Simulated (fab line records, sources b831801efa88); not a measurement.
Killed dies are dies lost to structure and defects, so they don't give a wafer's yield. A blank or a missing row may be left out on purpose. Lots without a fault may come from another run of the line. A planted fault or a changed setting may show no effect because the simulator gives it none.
fab line records | flow gf180mcu
record lots=5 wafers=23
route steps=602 shown VT_IMPLANT@140 POLY_GATE@157 HV_LDD@180 NSD@237 PSD@254
start_h: hours from the record's first day to the start of the lot's first wafer shown | wait_h: hours since the lot's step before | " the same as in the row above | L1.1+2: a row that stands for several wafers | - no value, or no start given | * or withheld: withheld | < > ~ a bound
route shown NAME@n: a module of which the file shows steps, and the number in the route of the first | usual: mean/standard deviation of fault-free wafers | same: alike in all rows | chamber/n: place in a boat | sites: the reading at each site | _std_site: their standard deviation | _edge_site: outer sites' mean less inner sites' | radius_mm: how far each site lies from the wafer's centre | mask NAME#n: copy n | behind: the tool/chamber that last shaped the wafer | hold: why the lot was held/for how many hours/how that ended | device: the transistor (n, p or np) that didn't switch | end of line: the same wafers' tests at the end of the route | a step without rows: its recipe alone | killed: dies lost to structure and defects at the first sort, not the wafer's yield | map: a wafer's dies, x killed, . not, _ none there
set.NAME: the setting as run; set.NAME@STEP: as run at that earlier step | model.NAME: the simulator's own value behind a step, which no gauge read
lots whose settings were changed on purpose; a table a step, a row a wafer
## steps
# step GF_VT_IMPLANT_WET_ETCH_50
# recipe chemistry=dHF target_depth_nm=20 target=SiO2 temp_c=25 dilution=100:1 time_s=400
# columns lot.wafer tool chamber start_h wait_h set.temp_c model.SiO2_of_STI_CVD_23.thk_nm
L074.1 - - - 0.1 28.41 373.2
L074.3+4 " - " " 28.41 374.3
L074.5 " - " " 28.41 373.6
L074.6 " - " " 28.41 375.1
L076.1 wet_bench-01 2 169.36 0.1 25 377.9
L076.4+5 " 2 " " 25 377
L080.1 - - - 0.1 21.54 378.9
L080.2 " - " " 21.54 379.9
L080.4 " - " " 21.54 379
L080.5 " - " " 21.54 379.1
L080.6 " - " " 21.54 380
L083.1 - - - 0.1 22.77 378.3
L083.2 " - " " 22.77 378.7
L083.3 " - " " 22.77 378.9
L083.4 " - " " 22.77 380.6
L083.6 " - " " 22.77 380.4
L085.1 - - - 0.1 25 376.6
L085.2 " - " " 25 377.1
L085.4 " - " " 25 377.6
L085.5 " - " " 25 376.4
L085.6 " - " " 25 377.5
# step GF_POLY_GATE_CVD_00
# recipe material=poly-Si target_thk_nm=200 temp_c=620 time_s=1200 pressure_mtorr=200
# columns lot.wafer tool chamber start_h wait_h set.pressure_mtorr model.poly-Si_of_POLY_GATE_CVD_00.thk_nm
L074.1 - - - 0.0 177.9 188.3
L074.3 " - " " 177.9 186.8
L074.4+5 " - " " 177.9 187.8
L074.6 " - " " 177.9 187.2
L076.1 lpcvd-01 0 189.24 0.0 200 197.2
L076.4 " 0 " " 200 197.7
L076.5 " 0 " " 200 198.1
L080.1 - - - 0.0 222 215.1
L080.2 " - " " 222 213.7
L080.4 " - " " 222 215.2
L080.5+6 " - " " 222 214.5
L083.1 - - - 0.0 200 201.3
L083.2 " - " " 200 200.3
L083.3 " - " " 200 200.2
L083.4 " - " " 200 199.7
L083.6 " - " " 200 201.9
L085.1 - - - 0.0 210.2 203.4
L085.2 " - " " 210.2 203
L085.4 " - " " 210.2 203.3
L085.5 " - " " 210.2 205.3
L085.6 " - " " 210.2 204
# step GF_POLY_GATE_THK_MEAS_01
# recipe reads=poly-Si_of_POLY_GATE_CVD_00
# usual POLY_GATE_CVD_00_THK=199.9/1.8
# columns lot.wafer tool chamber start_h wait_h set.pressure_mtorr@POLY_GATE_CVD_00 POLY_GATE_CVD_00_THK[nm]
L074.1 film_metro-02 - - - 177.9 188.3
L074.3 " - " " 177.9 186.7
L074.4 " - " " 177.9 187.8
L074.5 " - " " 177.9 187.7
L074.6 " - " " 177.9 187.3
L076.1 film_metro-03 - 190.58 0.0 200 197.1
L076.4 " - " " 200 197.7
L076.5 " - " " 200 198.0
L080.1 film_metro-03 - - - 222 215.1
L080.2 " - " " 222 213.7
L080.4 " - " " 222 215.3
L080.5 " - " " 222 214.6
L080.6 " - " " 222 214.7
L083.1 film_metro-04 - - - 200 201.2
L083.2 " - " " 200 200.3
L083.3 " - " " 200 200.0
L083.4 " - " " 200 199.6
L083.6 " - " " 200 201.7
L085.1 film_metro-02 - - - 210.2 203.5
L085.2 " - " " 210.2 203.0
L085.4 " - " " 210.2 203.2
L085.5 " - " " 210.2 205.3
L085.6 " - " " 210.2 203.9
# step GF_HV_LDD_EXPOSE_04
# recipe mask_id=Nplus_LV_AREA target_cd_nm=400 na=0.6 source_shape=conventional sigma_outer=0.6 dose_mj=140
# columns lot.wafer tool chamber start_h wait_h mask set.dose_mj
L074.1+4+5 iline_stepper-01 0 - - Nplus_LV_AREA#0 140
L074.3+6 " 0 " " Nplus_LV_AREA#0 146.1
L076.1+4+5 iline_stepper-02 0 - - Nplus_LV_AREA#0 140
L080.1+2+4+5+6 iline_stepper-02 0 - - Nplus_LV_AREA#0 140
L083.1+4+6 iline_stepper-01 0 - - Nplus_LV_AREA#0 143.6
L083.2+3 " 0 " " Nplus_LV_AREA#0 140
L085.1+2+6 iline_stepper-01 0 - - Nplus_LV_AREA#0 144.7
L085.4+5 " 0 " " Nplus_LV_AREA#0 140
# step GF_HV_LDD_PEB_05
# recipe temp_c=withheld time_s=* resist=NOVOLAK
# step GF_HV_LDD_DEVELOP_06
# recipe develop_time_s=60 dev_temp_c=23
# step GF_HV_LDD_CD_MEAS_07
# recipe target_cd_nm=400
# usual cd_nm=401.2/1.8
# columns lot.wafer tool chamber start_h wait_h set.dose_mj@HV_LDD_EXPOSE_04 cd_nm
L074.1 cd_sem-02 - 217.86 0.1 140 400.0
L074.3 " - " " 146.1 412.7
L074.4 " - " " 140 400.1
L074.5 " - " " 140 399.6
L074.6 " - " " 146.1 414.1
L076.1 cd_sem-02 - 228.23 0.1 140 403.7
L076.4 " - " " 140 402.4
L076.5 " - " " 140 403.4
L080.1 cd_sem-01 - 264.18 0.1 140 400.6
L080.2 " - " " 140 401.1
L080.4 " - " " 140 399.7
L080.5 " - " " 140 400.2
L080.6 " - " " 140 399.2
L083.1 cd_sem-02 - 285.01 0.1 143.6 409.9
L083.2 " - " " 140 402.4
L083.3 " - " " 140 402.6
L083.4 " - " " 143.6 411.9
L083.6 " - " " 143.6 410.7
L085.1 cd_sem-01 - 297.83 0.1 144.7 412.4
L085.2 " - " " 144.7 410.2
L085.4 " - " " 140 400.5
L085.5 " - " " 140 401.9
L085.6 " - " " 144.7 409.1
# step GF_HV_LDD_IMPLANT_09
# recipe species=As energy_kev=40 dose_cm2=1e+14 tilt_deg=7
# columns lot.wafer tool chamber start_h wait_h set.dose_cm2
L074.1+3+4 implanter-01 0 218.02 0.0 9.429e+13
L074.5+6 " 0 " " 1e+14
L076.1+4+5 implanter-01 0 228.39 0.0 1e+14
L080.1+5 implanter-02 0 264.33 0.0 1e+14
L080.2+4+6 " 0 " " 1.155e+14
L083.1+4 implanter-02 0 285.17 0.0 1e+14
L083.2+3+6 " 0 " " 1.145e+14
L085.1+5 implanter-01 0 297.98 0.0 1e+14
L085.2+4+6 " 0 " " 1.169e+14
# step GF_HV_LDD_STRIP_10
# recipe chemistry=O2/N2 power_w=1400 pressure_mtorr=1500 platen_temp_c=250 o2_flow_sccm=3000 n2_flow_sccm=300 overash_fraction=0.5
# step GF_HV_LDD_TW_MEAS_11
# usual HV_LDD_TW=2414/40
# columns lot.wafer tool chamber start_h wait_h set.dose_cm2@HV_LDD_IMPLANT_09 HV_LDD_TW
L074.1 film_metro-03 - 218.27 0.1 9.429e+13 2393
L074.3 " - " " 9.429e+13 2396
L074.4 " - " " 9.429e+13 2394
L074.5 " - " " 1e+14 2447
L074.6 " - " " 1e+14 2436
L076.1 film_metro-01 - 228.64 0.1 1e+14 2361
L076.4 " - " " 1e+14 2361
L076.5 " - " " 1e+14 2362
L080.1 film_metro-04 - 264.58 0.1 1e+14 2445
L080.2 " - " " 1.155e+14 2540
L080.4 " - " " 1.155e+14 2560
L080.5 " - " " 1e+14 2443
L080.6 " - " " 1.155e+14 2549
L083.1 film_metro-04 - 285.42 0.1 1e+14 2455
L083.2 " - " " 1.145e+14 2544
L083.3 " - " " 1.145e+14 2545
L083.4 " - " " 1e+14 2455
L083.6 " - " " 1.145e+14 2548
L085.1 film_metro-03 - 298.23 0.1 1e+14 2438
L085.2 " - " " 1.169e+14 2545
L085.4 " - " " 1.169e+14 2541
L085.5 " - " " 1e+14 2426
L085.6 " - " " 1.169e+14 2549
# step GF_HV_LDD_IMPLANT_48
# recipe species=B energy_kev=25 dose_cm2=3e+13 tilt_deg=7
# columns lot.wafer tool chamber start_h wait_h set.dose_cm2
L074.1+5+6 implanter-02 0 272.98 0.0 3.194e+13
L074.3+4 " 0 " " 3e+13
L076.1+4+5 implanter-01 0 285.25 0.0 3e+13
L080.1+4+5 implanter-04 0 326.82 0.0 2.786e+13
L080.2+6 " 0 " " 3e+13
L083.1+6 implanter-01 0 349.78 0.0 3.133e+13
L083.2+3+4 " 0 " " 3e+13
L085.1+5+6 implanter-04 0 365.38 0.0 3e+13
L085.2+4 " 0 " " 3.086e+13
# step GF_HV_LDD_STRIP_49
# recipe chemistry=O2/N2 power_w=1400 pressure_mtorr=1500 platen_temp_c=250 o2_flow_sccm=3000 n2_flow_sccm=300 overash_fraction=0.5
# step GF_HV_LDD_TW_MEAS_50
# usual HV_LDD_4_TW=576/5.8
# columns lot.wafer tool chamber start_h wait_h set.dose_cm2@HV_LDD_IMPLANT_48 HV_LDD_4_TW
L074.1 film_metro-04 - 273.23 0.1 3.194e+13 592
L074.3 " - " " 3e+13 582
L074.4 " - " " 3e+13 578
L074.5 " - " " 3.194e+13 592
L074.6 " - " " 3.194e+13 591
L076.1 film_metro-03 - 285.50 0.1 3e+13 576
L076.4 " - " " 3e+13 578
L076.5 " - " " 3e+13 572
L080.1 film_metro-04 - 327.07 0.1 2.786e+13 560
L080.2 " - " " 3e+13 577
L080.4 " - " " 2.786e+13 565
L080.5 " - " " 2.786e+13 564
L080.6 " - " " 3e+13 574
L083.1 film_metro-04 - 350.03 0.1 3.133e+13 583
L083.2 " - " " 3e+13 574
L083.3 " - " " 3e+13 574
L083.4 " - " " 3e+13 576
L083.6 " - " " 3.133e+13 583
L085.1 film_metro-04 - 365.63 0.1 3e+13 576
L085.2 " - " " 3.086e+13 582
L085.4 " - " " 3.086e+13 582
L085.5 " - " " 3e+13 577
L085.6 " - " " 3e+13 576
# step GF_HV_LDD_CLEAN_51
# recipe chemistry=SC1/SC2 mix=1:4:20 temp_c=70 time_s=150 dry=n2_spin
# step GF_HV_LDD_RTA_52
# recipe temp_c=1000 time_s=10 ambient=N2
# step GF_HV_LDD_RS_MEAS_53
# recipe thk_meas_gauge=four-point-probe
# usual HV_LDD_RS=418.3/0.96
# columns lot.wafer tool chamber start_h wait_h set.dose_cm2@HV_LDD_IMPLANT_09 HV_LDD_RS[ohm/sq]
L074.1 film_metro-03 - 273.41 0.1 9.429e+13 429.0
L074.3 " - " " 9.429e+13 428.4
L074.4 " - " " 9.429e+13 429.5
L074.5 " - " " 1e+14 419.1
L074.6 " - " " 1e+14 418.1
L076.1 film_metro-04 - 285.68 0.1 1e+14 418.3
L076.4 " - " " 1e+14 418.5
L076.5 " - " " 1e+14 419.3
L080.1 film_metro-01 - 327.24 0.1 1e+14 417.9
L080.2 " - " " 1.155e+14 391.1
L080.4 " - " " 1.155e+14 393.2
L080.5 " - " " 1e+14 418.7
L080.6 " - " " 1.155e+14 392.5
L083.1 film_metro-03 - 350.21 0.1 1e+14 417.6
L083.2 " - " " 1.145e+14 -
L083.3 " - " " 1.145e+14 393.1
L083.4 " - " " 1e+14 -
L083.6 " - " " 1.145e+14 -
L085.1 film_metro-03 - 365.81 0.1 1e+14 -
L085.2 " - " " 1.169e+14 -
L085.4 " - " " 1.169e+14 -
L085.5 " - " " 1e+14 417.3
L085.6 " - " " 1.169e+14 388.3
# step GF_HV_LDD_CVD_54
# recipe material=SiO2 target_thk_nm=10 precursor=TEOS temp_c=680 time_s=75 pressure_mtorr=400
# columns lot.wafer tool chamber start_h wait_h set.target_thk_nm model.SiO2_of_HV_LDD_CVD_54.thk_nm
L074.1+4+6 - - - 0.1 10 10.14
L074.3 " - " " 10 10.02
L074.5 " - " " 10 10.12
L076.1 lpcvd-02 1 285.80 0.1 10 9.734
L076.4 " 1 " " 10 9.813
L076.5 " 1 " " 10 9.75
L080.1 - - - 0.1 9.317 9.317
L080.2 " - " " 9.317 9.329
L080.4 " - " " 9.317 9.43
L080.5 " - " " 9.317 9.393
L080.6 " - " " 9.317 9.361
L083.1 - - - 0.7 10 9.912
L083.2+6 " - " " 10 10
L083.3 " - " " 10 9.861
L083.4 " - " " 10 9.963
L085.1 - - - 0.3 9.228 9.099
L085.2 " - " " 9.228 9.171
L085.4 " - " " 9.228 9.233
L085.5 " - " " 9.228 9.2
L085.6 " - " " 9.228 9.175
# step GF_NSD_COAT_02
# recipe resist=NOVOLAK spin_rpm=3000 resist_thk_nm=1000
# columns lot.wafer tool chamber start_h wait_h set.spin_rpm model.NOVOLAK_of_NSD_COAT_02.thk_nm
L074.1 litho_track-01 0 285.93 0.1 3076 986.8
L074.3 " 0 " " 3000 1002
L074.4 " 0 " " 3076 989.6
L074.5 " 0 " " 3000 1001
L074.6 " 0 " " 3000 1000
L076.1 litho_track-03 0 298.13 0.1 3000 1003
L076.4+5 " 0 " " 3000 1006
L080.1 litho_track-03 0 340.68 0.1 3000 994.6
L080.2 " 0 " " 3000 999.5
L080.4 " 0 " " 3112 978.5
L080.5 " 0 " " 3112 980.6
L080.6 " 0 " " 3112 976.2
L083.1 litho_track-03 0 364.63 0.1 3109 977.4
L083.2 " 0 " " 3109 983.6
L083.3 " 0 " " 3000 997.4
L083.4 " 0 " " 3109 979.6
L083.6 " 0 " " 3000 997.1
L085.1 litho_track-03 0 380.33 0.1 3000 1004
L085.2+6 " 0 " " 3000 1001
L085.4 " 0 " " 3000 1000
L085.5 " 0 " " 3000 1002
# step GF_NSD_IMPLANT_09
# recipe species=As energy_kev=60 dose_cm2=4e+15 tilt_deg=7
# columns lot.wafer tool chamber start_h wait_h set.energy_kev model.implant.rp_nm model.implant.drp_nm
L074.1+4+6 implanter-01 0 296.28 0.0 60 37.12 16.15
L074.3+5 " 0 " " 55.78 34.95 15.28
L076.1+4+5 implanter-04 0 309.13 0.0 60 36.89 16.15
L080.1+2+5 implanter-03 0 352.08 0.0 60 37.69 16.15
L080.4+6 " 0 " " 55.4 35.29 15.2
L083.1+2+3+4+6 implanter-01 0 376.48 0.0 60 36.72 16.15
L085.1+2+4+5+6 implanter-04 0 392.23 0.0 60 38.1 16.15
# step GF_NSD_IMPLANT_10
# recipe species=P energy_kev=40 dose_cm2=5e+14 tilt_deg=7
# step GF_NSD_STRIP_11
# recipe chemistry=O2/N2 power_w=1400 pressure_mtorr=1500 platen_temp_c=250 o2_flow_sccm=3000 n2_flow_sccm=300 overash_fraction=0.5
# usual strip_time_to_endpoint_s=22.97/0.031
# columns lot.wafer tool chamber start_h wait_h set.spin_rpm@NSD_COAT_02 set.energy_kev@NSD_IMPLANT_09 strip_time_to_endpoint_s
L074.1 plasma_asher-01 1 296.58 0.1 3076 60 22.83
L074.3 " 0 " " 3000 55.78 22.44
L074.4 " 1 " " 3076 60 22.86
L074.5 " 1 " " 3000 55.78 22.43
L074.6 " 0 " " 3000 60 22.98
L076.1 plasma_asher-01 0 309.43 0.1 3000 60 22.99
L076.4 " 0 " " 3000 60 23.02
L076.5 " 1 " " 3000 60 23.05
L080.1 plasma_asher-01 1 352.38 0.1 3000 60 22.92
L080.2 " 0 " " 3000 60 22.96
L080.4 " 0 " " 3112 55.4 22.14
L080.5 " 0 " " 3112 60 22.73
L080.6 " 1 " " 3112 55.4 22.08
L083.1 plasma_asher-01 1 376.78 0.1 3109 60 22.73
L083.2 " 0 " " 3109 60 22.78
L083.3 " 1 " " 3000 60 22.95
L083.4 " 0 " " 3109 60 22.75
L083.6 " 0 " " 3000 60 22.94
L085.1 plasma_asher-01 1 392.53 0.1 3000 60 23.01
L085.2 " 0 " " 3000 60 22.93
L085.4 " 0 " " 3000 60 22.98
L085.5 " 1 " " 3000 60 22.99
L085.6 " 0 " " 3000 60 22.96
# step GF_PSD_DEVELOP_06
# recipe develop_time_s=60 dev_temp_c=23
# columns lot.wafer tool chamber start_h wait_h set.develop_time_s
L074.1+3 litho_track-03 0 317.28 0.1 68.87
L074.4+5+6 " 0 " " 60
L076.1+4+5 litho_track-04 0 330.76 0.1 60
L080.1+5 litho_track-03 0 375.18 0.1 65.78
L080.2+4+6 " 0 " " 60
L083.1+2+3+4+6 litho_track-04 0 400.76 0.1 60
L085.1+2 litho_track-03 0 416.68 0.1 51.77
L085.4+5+6 " 0 " " 60
# step GF_PSD_CD_MEAS_07
# recipe target_cd_nm=400
# usual cd_nm=399.0/2.2
# columns lot.wafer tool chamber start_h wait_h set.develop_time_s@PSD_DEVELOP_06 cd_nm
L074.1 cd_sem-02 - 317.43 0.1 68.87 411.2
L074.3 " - " " 68.87 410.5
L074.4 " - " " 60 397.8
L074.5 " - " " 60 399.0
L074.6 " - " " 60 397.5
L076.1 cd_sem-01 - 330.91 0.1 60 398.4
L076.4 " - " " 60 397.3
L076.5 " - " " 60 397.6
L080.1 cd_sem-02 - 375.33 0.1 65.78 404.3
L080.2 " - " " 60 397.5
L080.4 " - " " 60 396.9
L080.5 " - " " 65.78 407.2
L080.6 " - " " 60 396.4
L083.1 cd_sem-02 - 400.91 0.1 60 401.2
L083.2 " - " " 60 400.4
L083.3 " - " " 60 400.3
L083.4 " - " " 60 399.8
L083.6 " - " " 60 400.1
L085.1 cd_sem-01 - 416.83 0.1 51.77 385.9
L085.2 " - " " 51.77 386.4
L085.4 " - " " 60 400.0
L085.5 " - " " 60 399.6
L085.6 " - " " 60 398.1
## key
split step=GF_VT_IMPLANT_WET_ETCH_50 setting=temp_c stated=25 by=lot
response step=GF_VT_IMPLANT_WET_ETCH_50 reading=model.SiO2_of_STI_CVD_23.thk_nm change=-0.205 per=1% r=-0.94
split step=GF_POLY_GATE_CVD_00 setting=pressure_mtorr stated=200 by=lot
response step=GF_POLY_GATE_CVD_00 reading=model.poly-Si_of_POLY_GATE_CVD_00.thk_nm change=+1.18 per=1% r=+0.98
response step=GF_POLY_GATE_THK_MEAS_01 reading=POLY_GATE_CVD_00_THK change=+1.19 per=1% r=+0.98
split step=GF_HV_LDD_EXPOSE_04 setting=dose_mj stated=140 by=wafer
response step=GF_HV_LDD_CD_MEAS_07 reading=cd_nm change=+3.03 per=1% r=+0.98
split step=GF_HV_LDD_IMPLANT_09 setting=dose_cm2 stated=1e+14 by=wafer
response step=GF_HV_LDD_TW_MEAS_11 reading=HV_LDD_TW change=+6.67 per=1% r=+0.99
response step=GF_HV_LDD_RS_MEAS_53 reading=HV_LDD_RS change=-1.7 per=1% r=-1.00
split step=GF_HV_LDD_IMPLANT_48 setting=dose_cm2 stated=3e+13 by=wafer
response step=GF_HV_LDD_TW_MEAS_50 reading=HV_LDD_4_TW change=+1.84 per=1% r=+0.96
split step=GF_HV_LDD_CVD_54 setting=target_thk_nm stated=10 by=lot
response step=GF_HV_LDD_CVD_54 reading=model.SiO2_of_HV_LDD_CVD_54.thk_nm change=+0.0967 per=1% r=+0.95
split step=GF_NSD_COAT_02 setting=spin_rpm stated=3000 by=wafer
response step=GF_NSD_COAT_02 reading=model.NOVOLAK_of_NSD_COAT_02.thk_nm change=-4.89 per=1% r=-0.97
response step=GF_NSD_STRIP_11 reading=strip_time_to_endpoint_s slope=* per=1% together_with=energy_kev@NSD_IMPLANT_09 explained=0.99
split step=GF_NSD_IMPLANT_09 setting=energy_kev stated=60 by=wafer
response step=GF_NSD_IMPLANT_09 reading=model.implant.rp_nm change=+0.312 per=1% r=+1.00
response step=GF_NSD_IMPLANT_09 reading=model.implant.drp_nm change=+0.124 per=1% r=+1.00
response step=GF_NSD_STRIP_11 reading=strip_time_to_endpoint_s change=* per=1% r=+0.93
split step=GF_PSD_DEVELOP_06 setting=develop_time_s stated=60 by=wafer
response step=GF_PSD_CD_MEAS_07 reading=cd_nm change=+0.906 per=1% r=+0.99
